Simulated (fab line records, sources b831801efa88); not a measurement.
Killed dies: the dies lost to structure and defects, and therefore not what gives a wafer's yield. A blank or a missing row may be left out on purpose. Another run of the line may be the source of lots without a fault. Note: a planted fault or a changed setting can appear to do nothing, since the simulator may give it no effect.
The tool behind it: which one? / flow gf180mcu / 11 lots with 33 wafers sampled at 6 steps, on a route of 602 steps

## WHAT EACH GAUGE READ, for each wafer
GF_PSD_TW_MEAS_11. Usual: PSD_TW 3177, standard deviation 22.
lot=L296; measured=day 14 01:59; on=film metro-02; PSD_TW=3168 3180 3168; flag=
lot=L297; measured=day 14 11:43; on=film metro-03; PSD_TW=3198 3205 3197; flag=
lot=L298; measured=day 15 01:41; on=film metro-02; PSD_TW=3208 3207 3196; flag=
lot=L300; measured=day 15 10:58; on=film metro-02; PSD_TW=3198 3185 3194; flag=
lot=L301; measured=day 16 01:56; on=film metro-02; PSD_TW=3183 3197 3168; flag=
lot=L302; measured=day 16 08:38; on=film metro-02; PSD_TW=3178 3180 3186; flag=
lot=L303; measured=day 17 00:52; on=film metro-03; PSD_TW=3182 3171 3170; flag=
lot=L305; measured=day 17 21:47; on=film metro-02; PSD_TW=3191 3179 3178; flag=
lot=L306; measured=day 18 16:18; on=film metro-02; PSD_TW=3169 3184 3169; flag=
lot=L310; measured=day 20 08:11; on=film metro-01; PSD_TW=3365 3375 3354; flag=OFF
lot=L313; measured=day 20 23:32; on=film metro-02; PSD_TW=3299 3315 3305; flag=OFF

GF_PSD_RS_MEAS_15: uses a four-point probe to measure. Usual: PSD_RS 108.7 ohm/sq, standard deviation 0.3.
lot=L296; measured=day 14 02:18; on=film metro-01; PSD_RS (ohm/sq)=108.6 108.3 108.2; flag=
lot=L297; measured=day 14 12:02; on=film metro-01; PSD_RS (ohm/sq)=109.0 108.9 109.2; flag=
lot=L298; measured=day 15 02:01; on=film metro-03; PSD_RS (ohm/sq)=108.6 108.7 108.6; flag=
lot=L300; measured=day 15 11:17; on=film metro-03; PSD_RS (ohm/sq)=109.0 109.2 109.2; flag=
lot=L301; measured=day 16 02:16; on=film metro-03; PSD_RS (ohm/sq)=108.8 108.4 108.7; flag=
lot=L302; measured=day 16 08:57; on=film metro-03; PSD_RS (ohm/sq)=108.7 108.8 108.8; flag=
lot=L303; measured=day 17 01:11; on=film metro-01; PSD_RS (ohm/sq)=108.4 108.6 108.5; flag=
lot=L305; measured=day 17 22:07; on=film metro-03; PSD_RS (ohm/sq)=108.9 108.9 109.3; flag=
lot=L306; measured=day 18 16:46; on=film metro-03; PSD_RS (ohm/sq)=108.4 108.3 108.5; flag=
lot=L310; measured=day 20 08:31; on=film metro-03; PSD_RS (ohm/sq)=103.6 103.6 103.7; flag=OFF
lot=L313; measured=day 20 23:52; on=film metro-01; PSD_RS (ohm/sq)=103.9 104.0 104.1; flag=OFF

GF_SAB_OVL_MEAS_10. Usual: SAB_OVL -0.2 nm, standard deviation 1.1.
lot=L296; measured=day 14 23:33; on=overlay-02; SAB_OVL (nm)=0.1 0.7 0.0; flag=
lot=L297; measured=day 15 09:35; on=overlay-01; SAB_OVL (nm)=0.9 -0.2 1.1; flag=
lot=L298; measured=day 15 23:14; on=overlay-01; SAB_OVL (nm)=1.3 1.6 0.8; flag=
lot=L300; measured=day 16 08:02; on=overlay-02; SAB_OVL (nm)=0.5 0.8 0.4; flag=
lot=L301; measured=day 17 00:08; on=overlay-02; SAB_OVL (nm)=0.3 1.9 2.4; flag=
lot=L302; measured=day 17 07:14; on=overlay-01; SAB_OVL (nm)=1.5 0.7 -0.7; flag=
lot=L303; measured=day 18 00:05; on=overlay-02; SAB_OVL (nm)=-1.3 -1.4 0.8; flag=
lot=L305; measured=day 18 21:39; on=overlay-02; SAB_OVL (nm)=-1.7 -1.7 -0.8; flag=
lot=L306; measured=day 19 16:42; on=overlay-01; SAB_OVL (nm)=-0.3 0.0 0.4; flag=
lot=L310; measured=day 21 08:20; on=overlay-02; SAB_OVL (nm)=-0.3 -0.1 0.0; flag=
lot=L313; measured=day 21 23:14; on=overlay-02; SAB_OVL (nm)=0.7 -2.1 -1.6; flag=

## WHAT TOOL EACH LOT RAN ON (gives the tool, then ch and the chambers of the sampled wafers, and finally the start)
lot=L296; GF_HV_LDD_STRIP_37=plasma asher-02 ch 0,1, day 11 11:40; GF_PSD_IMPLANT_09=implanter-04 ch 0, day 14 01:44; GF_PSD_STRIP_10=plasma asher-03 ch 0,1, day 14 01:52
lot=L297; GF_HV_LDD_STRIP_37=plasma asher-02 ch 0,1, day 11 20:07; GF_PSD_IMPLANT_09=implanter-04 ch 0, day 14 11:28; GF_PSD_STRIP_10=plasma asher-03 ch 0,1, day 14 11:37
lot=L298; GF_HV_LDD_STRIP_37=plasma asher-01 ch 0,1, day 12 09:49; GF_PSD_IMPLANT_09=implanter-04 ch 0, day 15 01:27; GF_PSD_STRIP_10=plasma asher-03 ch 0,1, day 15 01:35
lot=L300; GF_HV_LDD_STRIP_37=plasma asher-04 ch 0,1, day 12 17:34; GF_PSD_IMPLANT_09=implanter-04 ch 0, day 15 10:43; GF_PSD_STRIP_10=plasma asher-01 ch 0,1, day 15 10:52
lot=L301; GF_HV_LDD_STRIP_37=plasma asher-04 ch 1, day 13 08:37; GF_PSD_IMPLANT_09=implanter-01 ch 0, day 16 01:42; GF_PSD_STRIP_10=plasma asher-01 ch 0,1, day 16 01:50
lot=L302; GF_HV_LDD_STRIP_37=plasma asher-01 ch 0,1, day 13 14:10; GF_PSD_IMPLANT_09=implanter-03 ch 0, day 16 08:23; GF_PSD_STRIP_10=plasma asher-02 ch 0,1, day 16 08:31
lot=L303; GF_HV_LDD_STRIP_37=plasma asher-04 ch 0, day 14 04:43; GF_PSD_IMPLANT_09=implanter-03 ch 0, day 17 00:37; GF_PSD_STRIP_10=plasma asher-01 ch 0,1, day 17 00:46
lot=L305; GF_HV_LDD_STRIP_37=plasma asher-02 ch 0,1, day 14 23:42; GF_PSD_IMPLANT_09=implanter-04 ch 0, day 17 21:34; GF_PSD_STRIP_10=plasma asher-03 ch 0,1, day 17 21:42
lot=L306; GF_HV_LDD_STRIP_37=plasma asher-02 ch 0,1, day 15 17:36; GF_PSD_IMPLANT_09=implanter-03 ch 0, day 18 16:05; GF_PSD_STRIP_10=plasma asher-01 ch 0,1, day 18 16:12
lot=L310; GF_HV_LDD_STRIP_37=plasma asher-01 ch 0,1, day 17 04:31; GF_PSD_IMPLANT_09=implanter-03 ch 0, day 20 07:57; GF_PSD_STRIP_10=plasma asher-02 ch 0,1, day 20 08:04
lot=L313; GF_HV_LDD_STRIP_37=plasma asher-01 ch 0,1, day 17 21:25; GF_PSD_IMPLANT_09=implanter-03 ch 0, day 20 23:18; GF_PSD_STRIP_10=plasma asher-02 ch 0,1, day 20 23:25
- GF_HV_LDD_STRIP_37: strips in O2/N2.
- GF_PSD_IMPLANT_09
- GF_PSD_STRIP_10: strips in O2/N2.

## WHAT THE TOOLS THEMSELVES READ (means of the sampled wafers that have a number; where no wafer has one, the mark that the record gives instead)
GF_HV_LDD_STRIP_37. Usual: drypump motor current A 5.4 A, standard deviation 0.34; heater power w 342 W, standard deviation 29; oes product au 0.716 a.u., standard deviation 0.0043; strip time to endpoint s 12.64 s, standard deviation 0.039.
lot=L296; tool=plasma asher-02; drypump motor current A (A)=5.3; heater power w (W)=334; oes product au (a.u.)=0.712; strip time to endpoint s (s)=12.66; flag=
lot=L297; tool=plasma asher-02; drypump motor current A (A)=5.1; heater power w (W)=322; oes product au (a.u.)=0.717; strip time to endpoint s (s)=12.63; flag=
lot=L298; tool=plasma asher-01; drypump motor current A (A)=5.4; heater power w (W)=347; oes product au (a.u.)=0.712; strip time to endpoint s (s)=12.66; flag=
lot=L300; tool=plasma asher-04; drypump motor current A (A)=5.3; heater power w (W)=353; oes product au (a.u.)=0.714; strip time to endpoint s (s)=12.64; flag=
lot=L301; tool=plasma asher-04; drypump motor current A (A)=5.2; heater power w (W)=378; oes product au (a.u.)=0.711; strip time to endpoint s (s)=12.73; flag=
lot=L302; tool=plasma asher-01; drypump motor current A (A)=5.4; heater power w (W)=340; oes product au (a.u.)=0.715; strip time to endpoint s (s)=12.69; flag=
lot=L303; tool=plasma asher-04; drypump motor current A (A)=5.7; heater power w (W)=309; oes product au (a.u.)=0.718; strip time to endpoint s (s)=12.67; flag=
lot=L305; tool=plasma asher-02; drypump motor current A (A)=5.1; heater power w (W)=324; oes product au (a.u.)=0.717; strip time to endpoint s (s)=12.68; flag=
lot=L306; tool=plasma asher-02; drypump motor current A (A)=5.1; heater power w (W)=322; oes product au (a.u.)=0.714; strip time to endpoint s (s)=12.62; flag=
lot=L310; tool=plasma asher-01; drypump motor current A (A)=5.4; heater power w (W)=340; oes product au (a.u.)=0.716; strip time to endpoint s (s)=12.66; flag=
lot=L313; tool=plasma asher-01; drypump motor current A (A)=5.4; heater power w (W)=346; oes product au (a.u.)=0.717; strip time to endpoint s (s)=12.57; flag=

GF_PSD_IMPLANT_09. Usual: dose ions cm2 1.4997e+15, standard deviation 1.3e+12; end station pressure torr 1.18e-05 Torr, standard deviation 5.9e-07; faraday current uA 8258, standard deviation 180; tilt deg 7.004 degrees, standard deviation 0.018.
lot=L296; tool=implanter-04; dose ions cm2=1.4996e+15; end station pressure torr (Torr)=1.21e-05; faraday current uA=8343; tilt deg (degrees)=7.022; flag=
lot=L297; tool=implanter-04; dose ions cm2=1.4980e+15; end station pressure torr (Torr)=1.15e-05; faraday current uA=8247; tilt deg (degrees)=7.006; flag=
lot=L298; tool=implanter-04; dose ions cm2=1.4983e+15; end station pressure torr (Torr)=1.17e-05; faraday current uA=8394; tilt deg (degrees)=7.016; flag=
lot=L300; tool=implanter-04; dose ions cm2=1.4998e+15; end station pressure torr (Torr)=1.23e-05; faraday current uA=8413; tilt deg (degrees)=6.989; flag=
lot=L301; tool=implanter-01; dose ions cm2=1.4990e+15; end station pressure torr (Torr)=1.15e-05; faraday current uA=8094; tilt deg (degrees)=7.006; flag=
lot=L302; tool=implanter-03; dose ions cm2=1.4979e+15; end station pressure torr (Torr)=1.14e-05; faraday current uA=8365; tilt deg (degrees)=6.990; flag=
lot=L303; tool=implanter-03; dose ions cm2=1.4996e+15; end station pressure torr (Torr)=1.15e-05; faraday current uA=8093; tilt deg (degrees)=7.012; flag=
lot=L305; tool=implanter-04; dose ions cm2=1.4988e+15; end station pressure torr (Torr)=1.14e-05; faraday current uA=8243; tilt deg (degrees)=6.984; flag=
lot=L306; tool=implanter-03; dose ions cm2=1.5003e+15; end station pressure torr (Torr)=1.23e-05; faraday current uA=8222; tilt deg (degrees)=7.013; flag=
lot=L310; tool=implanter-03; dose ions cm2=1.9600e+15; end station pressure torr (Torr)=1.41e-05; faraday current uA=10591; tilt deg (degrees)=7.013; flag=OFF
lot=L313; tool=implanter-03; dose ions cm2=1.9582e+15; end station pressure torr (Torr)=1.35e-05; faraday current uA=10744; tilt deg (degrees)=6.986; flag=OFF

GF_PSD_STRIP_10. Usual: drypump motor current A 5.5 A, standard deviation 0.42; heater power w 339 W, standard deviation 25; oes product au 0.593 a.u., standard deviation 0.005; strip time to endpoint s 16.52 s, standard deviation 0.039.
lot=L296; tool=plasma asher-03; drypump motor current A (A)=6.0; heater power w (W)=340; oes product au (a.u.)=0.596; strip time to endpoint s (s)=16.54; flag=
lot=L297; tool=plasma asher-03; drypump motor current A (A)=5.9; heater power w (W)=343; oes product au (a.u.)=0.594; strip time to endpoint s (s)=16.58; flag=
lot=L298; tool=plasma asher-03; drypump motor current A (A)=5.9; heater power w (W)=324; oes product au (a.u.)=0.597; strip time to endpoint s (s)=16.56; flag=
lot=L300; tool=plasma asher-01; drypump motor current A (A)=5.5; heater power w (W)=359; oes product au (a.u.)=0.591; strip time to endpoint s (s)=16.57; flag=
lot=L301; tool=plasma asher-01; drypump motor current A (A)=5.5; heater power w (W)=363; oes product au (a.u.)=0.592; strip time to endpoint s (s)=16.52; flag=
lot=L302; tool=plasma asher-02; drypump motor current A (A)=5.1; heater power w (W)=325; oes product au (a.u.)=0.597; strip time to endpoint s (s)=16.53; flag=
lot=L303; tool=plasma asher-01; drypump motor current A (A)=5.4; heater power w (W)=352; oes product au (a.u.)=0.593; strip time to endpoint s (s)=16.51; flag=
lot=L305; tool=plasma asher-03; drypump motor current A (A)=5.9; heater power w (W)=325; oes product au (a.u.)=0.598; strip time to endpoint s (s)=16.49; flag=
lot=L306; tool=plasma asher-01; drypump motor current A (A)=5.4; heater power w (W)=342; oes product au (a.u.)=0.594; strip time to endpoint s (s)=16.56; flag=
lot=L310; tool=plasma asher-02; drypump motor current A (A)=5.3; heater power w (W)=338; oes product au (a.u.)=0.573; strip time to endpoint s (s)=17.38; flag=OFF
lot=L313; tool=plasma asher-02; drypump motor current A (A)=5.3; heater power w (W)=334; oes product au (a.u.)=0.575; strip time to endpoint s (s)=17.41; flag=OFF

## THE ANSWER, worked out from the rows above alone
Rule: a lot counts as off when the mean over its wafers that have a number is more than 3 standard deviations away from the usual mean. A lot without any number at a reading at which 4 lots or more have one is off too. All remaining lots with rows at the step are treated as sound. After the gauges, taken in route order, come the tools' own readings; for these a lot's mean is taken, as printed above. At the first step where some lot is off, the reading lying furthest off is the one used; lots without a number count as furthest.
Off: at GF_PSD_TW_MEAS_11 (PSD_TW), L310, L313.
A tool fits if, at a process step before that reading, it ran every lot that is off, and no sound lot after the first of them. The gauges at GF_PSD_TW_MEAS_11 aren't tried: what is off there is off at GF_PSD_IMPLANT_09 too, on other tools, and a gauge's error can't cause that. Can't be told from this: 3 tools fit, plasma asher-01 at GF_HV_LDD_STRIP_37, implanter-03 at GF_PSD_IMPLANT_09, plasma asher-02 at GF_PSD_STRIP_10.

## WHAT THE SIMULATOR HAD INSERTED
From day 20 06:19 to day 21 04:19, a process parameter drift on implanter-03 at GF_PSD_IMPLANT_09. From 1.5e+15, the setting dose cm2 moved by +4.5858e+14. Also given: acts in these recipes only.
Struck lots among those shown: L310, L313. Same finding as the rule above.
